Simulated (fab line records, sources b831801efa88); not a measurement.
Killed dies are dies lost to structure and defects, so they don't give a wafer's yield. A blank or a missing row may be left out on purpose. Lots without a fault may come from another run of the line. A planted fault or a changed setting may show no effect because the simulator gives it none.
fab line records | flow sky130
record lots=6 wafers=18 last_day=49
route steps=708 shown CONTACT@432 METAL1@434 PAD_OPEN@708
lots that met no fault: from a run of the same line without faults
start_h: hours from the record's first day to the start of the lot's first wafer shown | wait_h: hours since the lot's step before | " the same as in the row above | L1.1+2: a row that stands for several wafers | - no value, or no start given | * or withheld: withheld | < > ~ a bound
route shown NAME@n: a module of which the file shows steps, and the number in the route of the first | usual: mean/standard deviation of fault-free wafers | same: alike in all rows | chamber/n: place in a boat | sites: the reading at each site | _std_site: their standard deviation | _edge_site: outer sites' mean less inner sites' | radius_mm: how far each site lies from the wafer's centre | mask NAME#n: copy n | behind: the tool/chamber that last shaped the wafer | hold: why the lot was held/for how many hours/how that ended | device: the transistor (n, p or np) that didn't switch | end of line: the same wafers' tests at the end of the route | a step without rows: its recipe alone | killed: dies lost to structure and defects at the first sort, not the wafer's yield | map: a wafer's dies, x killed, . not, _ none there
set.NAME: the setting as run; set.NAME@STEP: as run at that earlier step | model.NAME: the simulator's own value behind a step, which no gauge read
lots at some steps of the route; a table a step, a row a wafer
services: from which hour (start_h, from the record's first day; less than 0 if before it) a tool's chamber was out of use, for how many hours, and why
## steps
# step SKY_CONTACT_THK_MEAS_26
# recipe thk_meas_gauge=xrf reads=W_of_CONTACT_CVD_24
# usual CONTACT_W_THK=336/4.7
# columns lot.wafer tool chamber start_h wait_h CONTACT_W_THK[nm]
L595.1 film_metro-04 - 766.34 0.1 340
L595.2 " - " " 339
L595.3 " - " " 337
L597.2 film_metro-03 - 800.58 0.1 342
L597.4 " - " " 338
L597.5 " - " " 344
L605.1 film_metro-04 - 846.60 0.1 333
L605.4 " - " " 332
L605.6 " - " " 328
L604.4 film_metro-04 - 849.29 0.1 341
L604.5 " - " " 338
L604.6 " - " " 337
L609.2 film_metro-03 - 884.98 0.1 338
L609.4 " - " " 334
L609.5 " - " " 333
L611.1 film_metro-02 - 892.01 0.1 336
L611.3 " - " " 337
L611.5 " - " " 334
# step SKY_CONTACT_CMP_27
# recipe stop_on=SiO2 t_overpolish_s=15 down_force_psi=3.5 platen_rpm=60 target_thk_nm=0 pad_velocity_m_s=0.94248
# step SKY_METAL1_SPUTTER_00
# recipe material=Ti target_thk_nm=15 power_w=3000 time_s=10 chamber_pressure_pa=0.4
# step SKY_METAL1_SPUTTER_01
# recipe material=TiN target_thk_nm=20 power_w=6500 time_s=16.7 chamber_pressure_pa=0.4
# step SKY_METAL1_SPUTTER_02
# recipe material=AlCu target_thk_nm=250 power_w=10600 time_s=13.3 chamber_pressure_pa=0.4
# usual throttle_valve_pct=29.9/0.88
# same time_s=13.3
# columns lot.wafer tool chamber start_h wait_h throttle_valve_pct
L595.1 pvd_sputter-02 - 766.75 0.0 30.0
L595.2 " - " " 29.6
L595.3 " - " " 28.8
L597.2 pvd_sputter-02 - 800.98 0.0 31.1
L597.4 " - " " 29.9
L597.5 " - " " 28.7
L605.1 pvd_sputter-04 - 847.01 0.0 31.1
L605.4 " - " " 30.0
L605.6 " - " " 30.0
L604.4 pvd_sputter-02 - 849.67 0.0 29.4
L604.5 " - " " 30.6
L604.6 " - " " 29.7
L609.2 pvd_sputter-04 - 885.72 0.0 30.0
L609.4 " - " " 30.1
L609.5 " - " " 31.4
L611.1 pvd_sputter-01 - 892.42 0.0 28.1
L611.3 " - " " 30.2
L611.5 " - " " 28.0
# step SKY_METAL1_SPUTTER_03
# recipe material=Ti target_thk_nm=5 power_w=3000 time_s=3.3 chamber_pressure_pa=0.4
# usual throttle_valve_pct=29.9/0.9
# same time_s=3.3
# columns lot.wafer tool chamber start_h wait_h throttle_valve_pct
L595.1 pvd_sputter-02 - 766.78 0.0 29.6
L595.2 " - " " 29.6
L595.3 " - " " 28.6
L597.2 pvd_sputter-02 - 801.00 0.0 30.8
L597.4 " - " " 29.8
L597.5 " - " " 28.7
L605.1 pvd_sputter-04 - 847.03 0.0 31.7
L605.4 " - " " 29.8
L605.6 " - " " 30.0
L604.4 pvd_sputter-02 - 849.69 0.0 29.5
L604.5 " - " " 30.9
L604.6 " - " " 29.8
L609.2 pvd_sputter-04 - 885.75 0.0 30.0
L609.4 " - " " 30.1
L609.5 " - " " 31.6
L611.1 pvd_sputter-01 - 892.45 0.0 28.3
L611.3 " - " " 30.5
L611.5 " - " " 28.1
# step SKY_METAL1_SPUTTER_04
# recipe material=TiN target_thk_nm=70 power_w=6500 time_s=58.3 chamber_pressure_pa=0.4
# usual throttle_valve_pct=29.9/0.91
# same time_s=58.3
# columns lot.wafer tool chamber start_h wait_h throttle_valve_pct
L595.1 pvd_sputter-02 - 766.79 0.0 29.9
L595.2 " - " " 29.5
L595.3 " - " " 28.9
L597.2 pvd_sputter-02 - 801.02 0.0 30.8
L597.4 " - " " 29.7
L597.5 " - " " 28.8
L605.1 pvd_sputter-04 - 847.05 0.0 31.6
L605.4 " - " " 30.3
L605.6 " - " " 29.7
L604.4 pvd_sputter-02 - 849.71 0.0 29.6
L604.5 " - " " 30.9
L604.6 " - " " 30.0
L609.2 pvd_sputter-04 - 885.76 0.0 29.9
L609.4 " - " " 30.0
L609.5 " - " " 31.7
L611.1 pvd_sputter-01 - 892.46 0.0 28.2
L611.3 " - " " 30.3
L611.5 " - " " 28.2
# step SKY_METAL1_RS_MEAS_05
# recipe thk_meas_gauge=four-point-probe reads=TiN_of_METAL1_SPUTTER_04+Ti_of_METAL1_SPUTTER_03+AlCu_of_METAL1_SPUTTER_02+TiN_of_METAL1_SPUTTER_01+Ti_of_METAL1_SPUTTER_00
# usual METAL1_ALCU_RS=0.1266/0.0015
# columns lot.wafer tool chamber start_h wait_h METAL1_ALCU_RS[ohm/sq]
L595.1 film_metro-01 - 766.84 0.0 0.1279
L595.2 " - " " 0.1297
L595.3 " - " " 0.1279
L597.2 film_metro-04 - 801.09 0.0 0.1285
L597.4 " - " " 0.1263
L597.5 " - " " 0.1276
L605.1 film_metro-03 - 847.10 0.0 0.1267
L605.4 " - " " 0.1273
L605.6 " - " " 0.1273
L604.4 film_metro-01 - 849.82 0.1 0.1261
L604.5 " - " " 0.1260
L604.6 " - " " 0.1256
L609.2 film_metro-01 - 885.83 0.0 0.1249
L609.4 " - " " 0.1243
L609.5 " - " " 0.1252
L611.1 film_metro-01 - 892.51 0.0 0.1278
L611.3 " - " " 0.1281
L611.5 " - " " 0.1272
# step SKY_METAL1_THK_MEAS_06
# recipe thk_meas_gauge=xrf reads=AlCu_of_METAL1_SPUTTER_02
# usual METAL1_ALCU_THK=249.5/3
# columns lot.wafer tool chamber start_h wait_h METAL1_ALCU_THK[nm]
L595.1 film_metro-01 - 766.96 0.1 249.2
L595.2 " - " " 245.1
L595.3 " - " " 247.9
L597.2 film_metro-04 - 801.20 0.1 246.0
L597.4 " - " " 249.5
L597.5 " - " " 246.6
L605.1 film_metro-03 - 847.22 0.1 247.6
L605.4 " - " " 246.8
L605.6 " - " " 246.6
L604.4 film_metro-01 - 849.91 0.1 253.9
L604.5 " - " " 250.5
L604.6 " - " " 250.9
L609.2 film_metro-01 - 885.94 0.1 255.4
L609.4 " - " " 256.7
L609.5 " - " " 251.4
L611.1 film_metro-01 - 892.63 0.1 245.6
L611.3 " - " " 245.3
L611.5 " - " " 249.9
# step SKY_METAL1_DEHYDRATE_07
# recipe temp_c=200 time_s=60
# step SKY_METAL1_HMDS_08
# recipe prime_time_s=60 prime_temp_c=120
# step SKY_METAL1_COAT_09
# recipe resist=BARC temp_c=withheld time_s=withheld spin_rpm=3000 resist_thk_nm=60
# step SKY_METAL1_COAT_10
# recipe resist=KrF-thick spin_rpm=3000 resist_thk_nm=450
# usual resist_line_temp_C=23.00/0.11
# columns lot.wafer tool chamber start_h wait_h resist_line_temp_C model.KrF-thick_of_METAL1_COAT_10.thk_nm
L595.1 litho_track-01 0 779 - 23.00 448.1
L595.2 " 0 " " 23.13 449.8
L595.3 " 0 " " 23.16 449.2
L597.2 litho_track-02 0 814 - 23.03 450.5
L597.4 " 0 " " 22.89 450.6
L597.5 " 0 " " 23.16 450.8
L605.1 litho_track-01 0 859 - 22.86 439.2
L605.4 " 0 " " 22.90 437.8
L605.6 " 0 " " 22.95 437.7
L604.4 litho_track-01 0 862 - 22.70 437.3
L604.5 " 0 " " 22.92 437.4
L604.6 " 0 " " 23.03 437.5
L609.2 litho_track-02 0 899 - 22.88 450.6
L609.4 " 0 " " 22.90 449.1
L609.5 " 0 " " 22.77 451.1
L611.1 litho_track-02 0 904 - 22.86 454.7
L611.3 " 0 " " 22.90 452.3
L611.5 " 0 " " 22.87 451.9
# step SKY_METAL1_SOFTBAKE_11
# recipe temp_c=100 time_s=90 resist=KrF-thick
# step SKY_METAL1_EXPOSE_12
# recipe mask_id=MM1 na=0.8 source_shape=annular sigma_inner=0.55 sigma_outer=0.85 target_cd_nm=140 dose_mj=28
# step SKY_METAL1_PEB_13
# recipe peb_temp_c=withheld peb_time_s=withheld resist=KrF-thick
# step SKY_METAL1_DEVELOP_14
# recipe develop_time_s=60 resist=KrF-thick dev_temp_c=21
# step SKY_METAL1_CD_MEAS_15
# recipe target_cd_nm=140
# usual cd_nm=139.5/1.7
# columns lot.wafer tool chamber start_h wait_h cd_nm
L595.1 cd_sem-02 - 793.29 - 139.6
L595.2 " - " " 140.8
L595.3 " - " " 140.3
L597.2 cd_sem-02 - 827.30 - 139.9
L597.4 " - " " 136.6
L597.5 " - " " 138.4
L605.1 cd_sem-01 - 873.19 - 138.1
L605.4 " - " " 138.3
L605.6 " - " " 137.7
L604.4 cd_sem-02 - 876.14 - 139.7
L604.5 " - " " 139.0
L604.6 " - " " 140.0
L609.2 cd_sem-01 - 910.97 - 139.5
L609.4 " - " " 139.4
L609.5 " - " " 137.8
L611.1 cd_sem-02 - 917.35 - 141.6
L611.3 " - " " 141.8
L611.5 " - " " 140.6
# step SKY_METAL1_OVL_MEAS_16
# usual METAL1_OVL=-6/4.5
# columns lot.wafer tool chamber start_h wait_h METAL1_OVL[nm]
L595.1 overlay-02 - 793.41 0.1 0
L595.2 " - " " -7
L595.3 " - " " 1
L597.2 overlay-02 - 827.41 0.1 -13
L597.4 " - " " -9
L597.5 " - " " -13
L605.1 overlay-01 - 873.31 0.1 -9
L605.4 " - " " -11
L605.6 " - " " -9
L604.4 overlay-01 - 876.22 0.1 -6
L604.5 " - " " -11
L604.6 " - " " -2
L609.2 overlay-02 - 911.07 0.1 -14
L609.4 " - " " -4
L609.5 " - " " -13
L611.1 overlay-02 - 917.47 0.1 -4
L611.3 " - " " -3
L611.5 " - " " -5
# step SKY_METAL1_DESCUM_17
# recipe chemistry=O2 source_power_w=150 bias_power_w=0 pressure_mtorr=10 temp_c=40 time_s=8
# step SKY_METAL1_ETCH_18
# recipe chemistry=N2/H2 target=BARC ion_energy_ev=200 bias_w=100 pressure_mtorr=30 n2_flow_sccm=100 h2_flow_sccm=200 icp_w=500 stop_on=SiO2 time_s=45.9 target_depth_a=600
# usual drypump_motor_current_A=5.9/0.48 n2_flow_sccm=100.0/0.34 oes_product_au=0.853/0.0049 throttle_valve_pct=13.227/0.01
# same time_s=45.9
# columns lot.wafer tool chamber start_h wait_h drypump_motor_current_A n2_flow_sccm oes_product_au rf_hours_counter_h throttle_valve_pct
L595.1 rie_metal-04 0 793.48 0.0 5.1 100.4 0.853 7 13.220
L595.2 " 1 " " 6.2 99.9 0.853 13 13.233
L595.3 " 1 " " 6.2 100.1 0.845 - 13.206
L597.2 rie_metal-04 0 827.47 0.0 5.0 100.1 0.854 8 13.248
L597.4 " 1 " " 6.2 100.1 0.861 - 13.214
L597.5 " 1 " " 6.2 99.9 0.858 - 13.240
L605.1 rie_metal-02 0 873.41 0.1 5.5 99.8 0.853 8 13.236
L605.4 " 0 " " 5.6 100.2 0.850 - 13.229
L605.6 " 0 " " 5.5 100.0 0.847 - 13.233
L604.4 rie_metal-03 0 876.29 0.0 6.5 99.5 0.854 - 13.234
L604.5 " 0 " " 6.5 100.1 0.854 - 13.226
L604.6 " 1 " " 6.0 100.5 0.858 - 13.229
L609.2 rie_metal-03 1 911.13 0.0 6.0 100.0 0.852 2 13.232
L609.4 " 0 " " 6.5 100.1 0.851 - 13.236
L609.5 " 1 " " 6.0 100.0 0.853 - 13.221
L611.1 rie_metal-02 1 917.53 0.0 6.2 100.0 0.849 1 13.215
L611.3 " 1 " " 6.2 100.2 0.851 - 13.235
L611.5 " 1 " " 6.2 100.3 0.856 - 13.213
# step SKY_METAL1_METAL_ETCH_19
# recipe target_depth_a=3600 stop_on=SiO2 over_etch_frac=0.3 time_s=78 chemistry=Cl2/BCl3 resist_sidewall_deg=88 pressure_mtorr=10 icp_w=900 bias_w=48.5 Cl2_flow_sccm=60 bcl3_flow_sccm=30
# usual drypump_motor_current_A=5.9/0.48 oes_product_au=0.854/0.0063 throttle_valve_pct=22.265/0.0089
# same time_s=78
# columns lot.wafer tool chamber start_h wait_h drypump_motor_current_A oes_product_au rf_hours_counter_h throttle_valve_pct model.KrF-thick_of_METAL1_COAT_10.thk_nm
L595.1 rie_metal-04 0 793.55 0.0 5.0 0.848 7 22.256 152.5
L595.2 " 1 " " 6.2 0.841 13 22.276 146.4
L595.3 " 1 " " 6.2 0.850 - 22.275 146.4
L597.2 rie_metal-04 0 827.53 0.0 5.1 0.846 9 22.257 155.6
L597.4 " 1 " " 6.2 0.856 - 22.275 151.4
L597.5 " 1 " " 6.2 0.845 - 22.271 150.1
L605.1 rie_metal-02 0 873.54 0.1 5.5 0.853 8 22.280 147.6
L605.4 " 0 " " 5.5 0.858 - 22.272 146.1
L605.6 " 0 " " 5.5 0.858 - 22.265 147.7
L604.4 rie_metal-03 0 876.36 0.1 6.5 0.855 - 22.269 143.2
L604.5 " 0 " " 6.5 0.856 - 22.264 144.1
L604.6 " 1 " " 5.9 0.848 - 22.264 152.6
L609.2 rie_metal-03 1 911.20 0.0 6.0 0.855 2 22.257 165.1
L609.4 " 0 " " 6.5 0.866 - 22.256 156.7
L609.5 " 1 " " 6.0 0.857 - 22.251 170.3
L611.1 rie_metal-02 1 917.60 0.0 6.2 0.846 1 22.283 163.6
L611.3 " 1 " " 6.2 0.851 - 22.254 158.9
L611.5 " 1 " " 6.2 0.847 - 22.265 159.9
# step SKY_METAL1_STRIP_20
# recipe chemistry=O2/N2 power_w=1400 pressure_mtorr=1500 platen_temp_c=withheld o2_flow_sccm=3000 n2_flow_sccm=300 overash_fraction=0.5
# usual drypump_motor_current_A=5.6/0.44 n2_flow_sccm=300.1/0.9 oes_product_au=0.342/0.0046 strip_time_to_endpoint_s=2.68/0.06
# columns lot.wafer tool chamber start_h wait_h drypump_motor_current_A n2_flow_sccm oes_product_au rf_hours_counter_h strip_time_to_endpoint_s
L595.1 plasma_asher-02 1 793.64 0.1 4.8 300.0 0.343 98 2.61
L595.2 " 0 " " 6.1 301.0 0.335 98 2.57
L595.3 " 0 " " 6.1 300.7 0.342 - 2.55
L597.2 plasma_asher-01 1 827.62 0.1 5.5 300.7 0.356 8 2.68
L597.4 " 1 " " 5.5 300.9 0.349 - 2.63
L597.5 " 1 " " 5.5 301.4 0.341 - 2.61
L605.1 plasma_asher-01 0 873.72 0.1 5.3 300.6 0.333 14 2.56
L605.4 " 0 " " 5.2 300.4 0.343 - 2.56
L605.6 " 1 " " 5.5 299.0 0.339 - 2.58
L604.4 plasma_asher-01 1 876.46 0.1 5.5 299.9 0.335 - 2.52
L604.5 " 1 " " 5.5 298.8 0.332 - 2.55
L604.6 " 0 " " 5.3 300.8 0.339 - 2.63
L609.2 plasma_asher-01 0 911.29 0.1 5.3 298.3 0.343 18 2.78
L609.4 " 0 " " 5.3 300.3 0.344 - 2.67
L609.5 " 0 " " 5.3 299.1 0.347 - 2.81
L611.1 plasma_asher-03 1 917.69 0.1 6.1 297.8 0.345 49 2.75
L611.3 " 0 " " 5.8 301.4 0.343 - 2.69
L611.5 " 1 " " 6.2 298.3 0.341 - 2.72
# step SKY_PAD_OPEN_PROBE_99
# usual defect_limited_yield=82.5/1.9 killed_at_M0_to_M3=42/6.4 killed_at_M4_up=2.9/1.7 killed_at_contacts=25/5.2 killed_at_front_end=16/4.4 killed_at_other=0.4/0.65 killed_dies=86/9.2 killed_open=47/6.6 killed_short=39/5.8 sort_bin_3_pad_short=0.9/0.42 sort_bin_5_function=10.4/1.5 sort_bin_6_memory=6.3/1 sort_n_pass=406/9.2 sort_yield_pct=82.5/1.9
# same gross_dies=492 killed_at_back_side=0 sort_bin_4_leakage[%]=0 sort_bin_8_speed[%]=0
# columns lot.wafer tool chamber start_h wait_h defect_limited_yield[%] killed_at_M0_to_M3 killed_at_M4_up killed_at_contacts killed_at_front_end killed_at_other killed_dies killed_open killed_short sort_bin_3_pad_short[%] sort_bin_5_function[%] sort_bin_6_memory[%] sort_n_pass sort_yield_pct[%]
L595.1 prober-01 - 1095.26 0.1 82.1 49 3 23 13 0 88 49 39 0.4 11.2 6.3 404 82.1
L595.2 prober-01 - 1095.31 0.1 85.0 37 2 20 15 0 74 42 32 0.4 9.1 5.5 418 85.0
L595.3 prober-01 - 1095.36 0.2 81.3 52 4 20 15 1 92 49 43 0.4 12.2 6.1 400 81.3
L597.2 prober-02 - 1124.51 0.1 79.9 43 3 29 24 0 99 58 41 1.0 12.8 6.3 393 79.9
L597.4 prober-02 - 1124.61 0.2 83.1 37 2 28 16 0 83 53 30 0.8 12.0 4.1 409 83.1
L597.5 prober-02 - 1124.66 0.2 83.7 41 2 23 14 0 80 51 29 0.4 8.7 7.1 412 83.7
L605.1 prober-02 - 1155.88 0.1 84.3 36 3 20 18 0 77 41 36 0.8 8.7 6.1 415 84.3
L605.4 prober-02 - 1156.03 0.2 81.9 48 2 22 16 1 89 46 41 0.6 11.0 6.5 403 81.9
L605.6 prober-02 - 1156.13 0.2 85.2 33 5 22 12 1 73 39 33 1.0 8.3 5.5 419 85.2
L604.4 prober-01 - 1159.12 0.2 80.3 47 1 28 19 2 97 47 49 0.8 11.2 7.7 395 80.3
L604.5 prober-01 - 1159.17 0.2 83.3 46 0 30 6 0 82 47 34 0 10.4 6.3 410 83.3
L604.6 prober-01 - 1159.22 0.2 80.7 46 5 24 20 0 95 47 47 1.2 11.2 6.9 397 80.7
L609.2 prober-02 - 1185.52 0.1 81.5 49 1 24 17 0 91 43 47 1.4 10.0 7.1 401 81.5
L609.4 prober-02 - 1185.62 0.2 82.9 44 3 24 13 0 84 43 41 1.2 10.0 5.9 408 82.9
L609.5 prober-02 - 1185.67 0.2 81.1 41 8 22 21 1 93 51 41 1.0 10.2 7.7 399 81.1
L611.1 prober-01 - 1186.97 0.1 78.7 48 2 35 20 0 105 61 44 0.8 12.6 7.9 387 78.7
L611.3 prober-01 - 1187.07 0.2 85.0 37 0 25 12 0 74 44 30 0.4 7.7 6.9 418 85.0
L611.5 prober-01 - 1187.17 0.2 83.5 38 3 21 18 1 81 38 43 1.6 8.1 6.7 411 83.5
# killed by level:class
L595.1 VIA1:geometric_particle:open=12 VIA1:geometric_particle:short=8 LI_CONTACT:geometric_particle:open=7 CONTACT:geometric_particle:open=7 VIA2:geometric_particle:short=5 METAL1:geometric_particle:short=5 VIA2:geometric_particle:open=5 METAL3:geometric_particle:short=5
L595.2 CONTACT:geometric_particle:open=10 VIA1:geometric_particle:open=9 VIA3:geometric_particle:open=8 METAL2:geometric_particle:short=7 CONTACT:geometric_particle:short=6 POLY_GATE:geometric_particle:short=5 VIA2:geometric_particle:open=5 LI_CONTACT:geometric_particle:open=3
L595.3 VIA1:geometric_particle:open=14 VIA3:geometric_particle:short=8 VIA2:geometric_particle:open=8 LOCAL_INTERCONNECT:geometric_particle:short=6 CONTACT:geometric_particle:open=6 METAL1:geometric_particle:short=6 METAL2:geometric_particle:short=6 FIELD_ISO:geometric_particle:short=4
L597.2 CONTACT:geometric_particle:open=14 VIA1:geometric_particle:open=11 POLY_GATE:geometric_particle:open=10 POLY_GATE:geometric_particle:short=7 LI_CONTACT:geometric_particle:open=7 VIA2:geometric_particle:open=5 CONTACT:geometric_particle:short=4 METAL1:geometric_particle:short=4
L597.4 LI_CONTACT:geometric_particle:open=10 CONTACT:geometric_particle:open=10 VIA3:geometric_particle:open=8 VIA2:geometric_particle:open=7 POLY_GATE:geometric_particle:open=5 VIA1:geometric_particle:open=4 VIA1:geometric_particle:short=4 FIELD_ISO:geometric_particle:open=3
L597.5 VIA1:geometric_particle:open=12 CONTACT:geometric_particle:open=10 VIA1:geometric_particle:short=6 VIA3:geometric_particle:open=6 LI_CONTACT:geometric_particle:open=5 LOCAL_INTERCONNECT:geometric_particle:short=5 METAL1:geometric_particle:short=4 POLY_GATE:geometric_particle:short=4
L605.1 CONTACT:geometric_particle:open=8 CONTACT:geometric_particle:short=7 VIA1:geometric_particle:open=7 VIA2:geometric_particle:open=6 FIELD_ISO:geometric_particle:short=5 POLY_GATE:geometric_particle:open=5 VIA3:geometric_particle:open=4 METAL3:geometric_particle:short=4
L605.4 VIA1:geometric_particle:open=12 CONTACT:geometric_particle:open=10 VIA2:geometric_particle:open=9 METAL1:geometric_particle:short=6 FIELD_ISO:geometric_particle:short=5 VIA1:geometric_particle:short=5 VIA2:geometric_particle:short=5 LI_CONTACT:geometric_particle:open=4
L605.6 CONTACT:geometric_particle:open=9 VIA2:geometric_particle:open=8 METAL1:geometric_particle:short=7 CONTACT:geometric_particle:short=5 VIA3:geometric_particle:open=5 LOCAL_INTERCONNECT:geometric_particle:short=4 VIA1:geometric_particle:open=4 POLY_GATE:geometric_particle:open=3
L604.4 VIA3:geometric_particle:open=9 VIA2:geometric_particle:open=8 CONTACT:geometric_particle:open=7 LI_CONTACT:geometric_particle:short=6 LOCAL_INTERCONNECT:geometric_particle:short=6 METAL2:geometric_particle:short=6 VIA1:geometric_particle:open=6 FIELD_ISO:geometric_particle:open=5
L604.5 LI_CONTACT:geometric_particle:open=12 VIA1:geometric_particle:open=12 VIA3:geometric_particle:open=10 METAL2:geometric_particle:short=6 CONTACT:geometric_particle:open=6 CONTACT:geometric_particle:short=6 METAL1:geometric_particle:short=4 LI_CONTACT:geometric_particle:short=3
L604.6 VIA1:geometric_particle:open=10 LI_CONTACT:geometric_particle:open=10 POLY_GATE:geometric_particle:short=6 CONTACT:geometric_particle:open=6 METAL1:geometric_particle:short=6 VIA1:geometric_particle:short=5 METAL2:geometric_particle:short=5 VIA3:geometric_particle:open=5
L609.2 VIA1:geometric_particle:open=13 CONTACT:geometric_particle:open=7 POLY_GATE:geometric_particle:short=5 LI_CONTACT:geometric_particle:open=5 CONTACT:geometric_particle:short=5 METAL1:geometric_particle:short=5 VIA1:geometric_particle:short=5 LOCAL_INTERCONNECT:geometric_particle:short=4
L609.4 LI_CONTACT:geometric_particle:open=8 VIA1:geometric_particle:open=7 CONTACT:geometric_particle:open=7 METAL2:geometric_particle:short=6 METAL3:geometric_particle:short=6 VIA1:geometric_particle:short=5 VIA3:geometric_particle:open=5 FIELD_ISO:geometric_particle:open=4
L609.5 VIA1:geometric_particle:open=10 FIELD_ISO:geometric_particle:open=9 CONTACT:geometric_particle:open=8 METAL1:geometric_particle:short=8 VIA2:geometric_particle:open=7 CONTACT:geometric_particle:short=6 LI_CONTACT:geometric_particle:open=5 METAL4:geometric_particle:short=5
L611.1 CONTACT:geometric_particle:open=15 VIA1:geometric_particle:open=10 LI_CONTACT:geometric_particle:open=8 POLY_GATE:geometric_particle:short=7 METAL2:geometric_particle:short=7 VIA2:geometric_particle:open=7 POLY_GATE:geometric_particle:open=6 CONTACT:geometric_particle:short=6
L611.3 LI_CONTACT:geometric_particle:open=8 CONTACT:geometric_particle:open=7 VIA1:geometric_particle:open=7 LOCAL_INTERCONNECT:geometric_particle:short=6 VIA3:geometric_particle:open=6 FIELD_ISO:geometric_particle:short=5 METAL2:geometric_particle:short=5 FIELD_ISO:geometric_particle:open=4
L611.5 VIA1:geometric_particle:open=11 CONTACT:geometric_particle:open=10 METAL3:geometric_particle:short=8 FIELD_ISO:geometric_particle:short=7 POLY_GATE:geometric_particle:short=5 VIA3:geometric_particle:open=5 CONTACT:geometric_particle:short=4 FIELD_ISO:geometric_particle:open=2
## services
# columns tool chamber start_h hours kind
pvd_sputter-01 - 757.68 1.0 repair
plasma_asher-01 - 758.94 2.8 repair
rie_metal-03 - 772.63 4.3 pm
plasma_asher-01 - 782.19 2.0 repair
pvd_sputter-02 2 827.26 - consumable_replace:kit
pvd_sputter-02 2 827.26 18.0 scheduled_down
pvd_sputter-02 2 827.26 18.0 vent_cycle
plasma_asher-02 - 833.31 27.9 repair
pvd_sputter-04 - 836.24 1.1 repair
pvd_sputter-04 - 836.92 3.8 repair
plasma_asher-02 - 838.22 0.8 repair
rie_metal-03 1 848.47 - clean
rie_metal-03 1 848.47 22.5 scheduled_down
rie_metal-03 1 848.47 22.5 vent_cycle
rie_metal-03 - 862.05 0.9 repair
rie_metal-02 1 865.96 - clean
rie_metal-02 1 865.96 23.7 scheduled_down
rie_metal-02 1 865.96 23.7 vent_cycle
rie_metal-03 - 869.71 2.8 pm
plasma_asher-03 - 881.48 0.7 repair
pvd_sputter-04 - 888.54 1.1 repair
rie_metal-03 - 893.56 0.4 repair
rie_metal-04 1 900.73 - clean
rie_metal-04 1 900.73 18.5 scheduled_down
## key
first_sign none at tools or gauges
model_effect step=SKY_METAL1_COAT_10 value=KrF-thick_of_METAL1_COAT_10.thk_nm without=450.3 struck=437.8
model_effect step=SKY_METAL1_METAL_ETCH_19 value=KrF-thick_of_METAL1_COAT_10.thk_nm without=159.4 struck=146.9
met_at SKY_METAL1_COAT_10
struck_wafers L604.4,L604.5,L604.6,L605.1,L605.4,L605.6
onset_between 779 859
fault kind=process_parameter_drift tool=litho_track-01 chamber=- onset_h=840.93 steps=SKY_METAL1_COAT_10 channel=resist_thk_nm offset=-12.506 shape=step end_h=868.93 acts_in=these_recipes_only stated=450
